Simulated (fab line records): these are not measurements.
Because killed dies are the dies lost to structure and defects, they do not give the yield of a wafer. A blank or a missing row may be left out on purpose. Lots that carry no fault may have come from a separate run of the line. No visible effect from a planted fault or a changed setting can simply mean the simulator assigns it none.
Matching of chambers / flow gf180mcu / GF_V3_CMP_26 on cmp-01 has 4 sister chambers
The step polishes, stops on SiO2, t overpolish 15 s, target thk 0 nm. 4 wafers are shown with their chamber, then 7 later ones without.

WAFERS, EACH WITH ITS CHAMBER
wafer=L540.6; chamber=1; motor-current-A (A)=8.3
wafer=L545.2; chamber=2; motor-current-A (A)=9.7
wafer=L547.2; chamber=0; motor-current-A (A)=11.5
wafer=L547.4; chamber=3; motor-current-A (A)=11.4

WAFERS WITH NO CHAMBER GIVEN
wafer=L547.6; motor-current-A (A)=11.1
wafer=L555.4; motor-current-A (A)=9.0
wafer=L555.5; motor-current-A (A)=11.4
wafer=L555.6; motor-current-A (A)=11.1
wafer=L558.2; motor-current-A (A)=9.4
wafer=L558.3; motor-current-A (A)=11.3
wafer=L558.4; motor-current-A (A)=8.7

WHICH CHAMBER EACH ONE RAN IN
wafer=L547.6; from the rows above=can't be placed: 3 or 0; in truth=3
wafer=L555.4; from the rows above=can't be placed: 1 or 2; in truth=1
wafer=L555.5; from the rows above=can't be placed: 3 or 0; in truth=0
wafer=L555.6; from the rows above=can't be placed: 3 or 0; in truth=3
wafer=L558.2; from the rows above=2; in truth=2
wafer=L558.3; from the rows above=can't be placed: 3 or 0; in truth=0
wafer=L558.4; from the rows above=can't be placed: 1 or 2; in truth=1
Placed correctly: 1 of 7. Can't be placed from these rows: 6 (the true chamber is among the candidates in 6). Number placed wrongly: 0.
How it was worked out, from the rows above alone: a wafer's distance from a chamber is the root of the sum, over the readings, of the square of ((its reading less the chamber's mean) divided by the reading's scatter). The wafer belongs to the nearest chamber; if the next one is less than 2 further off, it can't be placed. For every chamber, the mean is computed from those of its wafers that are shown. The scatter: root of mean squared gap, hidden wafer to nearest shown wafer, with one shown wafer a chamber.
